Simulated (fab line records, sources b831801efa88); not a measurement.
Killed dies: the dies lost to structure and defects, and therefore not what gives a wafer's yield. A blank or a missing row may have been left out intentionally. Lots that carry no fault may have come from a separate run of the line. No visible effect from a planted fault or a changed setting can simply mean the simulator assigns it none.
One fault seen from 2 desks || flow gf180mcu || every desk sees just its own numbers, and what lay behind them comes last

== AT THE METROLOGY DESK ==
Means of the sampled wafers that have a number, per lot and without regard to the tool the lot ran on: this is what the gauges read. Marked OUT: a lot whose mean sits more than 4 standard deviations from the usual mean, which makes it out of limits; the brackets give that distance.
Columns: A = STI_CVD_03_THK at GF_STI_THK_MEAS_04, usual 206.8 nm; B = STI_OXIDATION_02_THK at GF_STI_THK_MEAS_30, usual 9.97 nm; C = VT_IMPLANT_OVL at GF_VT_IMPLANT_OVL_MEAS_07, usual 0.0 nm
{"lot": "L694", "first seen here": "day 1 15:44", "A": 208.4, "B": 9.92, "C": -0.9}
{"lot": "L695", "first seen here": "day 1 19:31", "A": 205.7, "B": 9.99, "C": 1.3}
{"lot": "L696", "first seen here": "day 1 23:35", "A": 210.6, "B": 10.01, "C": -0.0}
{"lot": "L697", "first seen here": "day 2 04:49", "A": 206.7, "B": 9.85, "C": -0.9}
{"lot": "L698", "first seen here": "day 2 10:19", "A": 206.1, "B": 9.79, "C": 0.2}
{"lot": "L699", "first seen here": "day 2 14:34", "A": 207.7, "B": 9.93, "C": -1.5}
{"lot": "L702", "first seen here": "day 3 05:34", "A": 205.4, "B": 9.86, "C": 1.1}
{"lot": "L705", "first seen here": "day 3 20:34", "A": 207.7, "B": 10.22, "C": "-"}
{"lot": "L706", "first seen here": "day 4 01:34", "A": 206.9, "B": 10.22, "C": "-"}
{"lot": "L713", "first seen here": "day 5 12:34", "A": 205.5, "B": 9.91, "C": 0.4}
{"lot": "L714", "first seen here": "day 5 18:13", "A": 207.5, "B": 10.06, "C": -0.2}
{"lot": "L715", "first seen here": "day 6 00:40", "A": 205.5, "B": 10.19, "C": -0.3}
{"lot": "L716", "first seen here": "day 6 03:34", "A": 209.5, "B": 10.22, "C": 0.4}
{"lot": "L717", "first seen here": "day 6 08:34", "A": 209.9, "B": 9.76, "C": -1.2}
This desk's verdict: no lot among the 14 shows anything out of limits.

== DESK OF THE TOOL OWNER: furnace-01 ==
The tool's own readings at GF_STI_OXIDATION_21 (stabilise 600 s, purge 300 s, target thk 15 nm): means of the sampled wafers that have a number, for each lot that ran on this tool. Marked OUT: a lot whose mean sits more than 4 standard deviations from the usual mean, which makes it out of limits; the brackets give that distance.
Columns: A = oxTempC at GF_STI_OXIDATION_21, usual 1000.1 C; B = oxTempCMax at GF_STI_OXIDATION_21, usual 1005.7; C = spikeTcTopC at GF_STI_OXIDATION_21, usual 1014.5 C; D = tubeCenterTempC at GF_STI_OXIDATION_21, usual 1000 C; E = tube_center_temp_C_max at GF_STI_OXIDATION_21, usual 1002.6; F = zonePowerUpperPct at GF_STI_OXIDATION_21, usual 20.2 %
{"lot": "L694", "first seen here": "day 2 03:55", "A": 999.6, "B": 1004.3, "C": 1014.2, "D": 1000, "E": 1002.3, "F": 19.3}
{"lot": "L695", "first seen here": "day 2 09:03", "A": 1000.4, "B": 1004.5, "C": 1012.5, "D": 1000, "E": 1002.3, "F": 19.2}
{"lot": "L698", "first seen here": "day 2 23:50", "A": 1000.3, "B": 1004.1, "C": 1014.2, "D": 1000, "E": 1002.9, "F": 19.2}
{"lot": "L699", "first seen here": "day 3 04:27", "A": 999.9, "B": 1003.9, "C": 1014.3, "D": 1000, "E": 1002.6, "F": 19.2}
{"lot": "L715", "first seen here": "day 6 16:04", "A": 1000.2, "B": 1004.2, "C": 1015.2, "D": 1000, "E": 1002.8, "F": 19.0}
{"lot": "L716", "first seen here": "day 6 19:41", "A": 1000.0, "B": 1003.6, "C": 1014.0, "D": 1000, "E": 1002.6, "F": 19.0}
This desk's verdict: no lot among the 6 shows anything out of limits.

== TAKEN TOGETHER ==
From the metrology desk's view, nothing was out of limits.
The desk of the tool owner found nothing out of limits.

== WHAT THE SIMULATOR PUT IN ==
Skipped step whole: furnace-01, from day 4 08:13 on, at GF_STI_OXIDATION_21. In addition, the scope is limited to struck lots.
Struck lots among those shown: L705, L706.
